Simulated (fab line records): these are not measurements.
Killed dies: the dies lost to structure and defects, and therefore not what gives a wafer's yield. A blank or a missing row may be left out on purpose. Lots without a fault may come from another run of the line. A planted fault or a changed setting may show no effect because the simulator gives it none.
2 desks looking at one fault | flow sky130 | numbers are kept per desk, each desk with only its own; the story behind them comes last

TOOL OWNER'S DESK, rie diel-04
The tool's own readings at SKY_VIA1_ETCH_15 (etches SiO2 in C4F8/O2/Ar, stops on TiN, target depth 351 nm, time 54 s): means of the sampled wafers that have a number, for each lot that ran on this tool. The brackets show how far a lot's mean lies from the usual mean; more than 4 standard deviations puts the lot out of limits, marked OUT.
Columns: A = oes product au at SKY_VIA1_ETCH_15, usual 0.982 a.u.; B = run length s at SKY_VIA1_ETCH_15, usual 82.2 s
lot  | first seen here | A                | B
L594 | day 38 09:25    | 0.964            | 84.3 (+4.8) OUT
L596 | day 38 19:27    | 0.962            | 83.6
L598 | day 39 12:16    | 0.956 (-4.5) OUT | 83.8
This desk's verdict: out of limits on L594, L598, starting with L594 at day 38 09:25 (run length s at SKY_VIA1_ETCH_15). In limits: L596.

AT THE METROLOGY DESK
Lot by lot, what the gauges showed, no matter which tool ran the lot: averages of those sampled wafers that carry a number. The brackets show how far a lot's mean lies from the usual mean; more than 4 standard deviations puts the lot out of limits, marked OUT.
Columns: A = VIA1_BOW at SKY_VIA1_BOW_MEAS_03, usual 80 um; B = cd nm at SKY_VIA1_CD_MEAS_12, usual 150.4 nm; C = VIA1_OVL at SKY_VIA1_OVL_MEAS_13, usual -1 nm
lot  | first seen here | A  | B     | C
L589 | day 35 05:19    | 84 | 152.3 | -3
L594 | day 37 06:46    | 76 | 148.1 | -4
L596 | day 37 17:31    | 76 | 150.9 | 1
L598 | day 38 10:38    | 74 | 151.1 | 0
L600 | day 39 07:05    | 84 | 151.1 | -0
L607 | day 40 17:23    | 77 | 152.6 | -1
L608 | day 40 19:51    | 83 | 150.5 | -4
Finding of this desk: none of the 7 lots has anything out of limits.

ALL TOGETHER
The tool owner's desk could have raised an alarm at day 38 09:25, on L594, L598.
At the metrology desk, nothing out of limits was observed.
The metrology desk holds a record of L594, L598, inside its limits.
On rie diel-04, each named lot ran SKY_VIA1_ETCH_15.

WHAT THE SIMULATOR HAD INSERTED
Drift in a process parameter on rie diel-04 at SKY_VIA1_ETCH_15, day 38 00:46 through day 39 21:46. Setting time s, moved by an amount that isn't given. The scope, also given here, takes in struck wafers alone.
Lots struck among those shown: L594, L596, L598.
Each desk's first reading out of limits, in hours after the fault started: the tool owner's desk, 9.
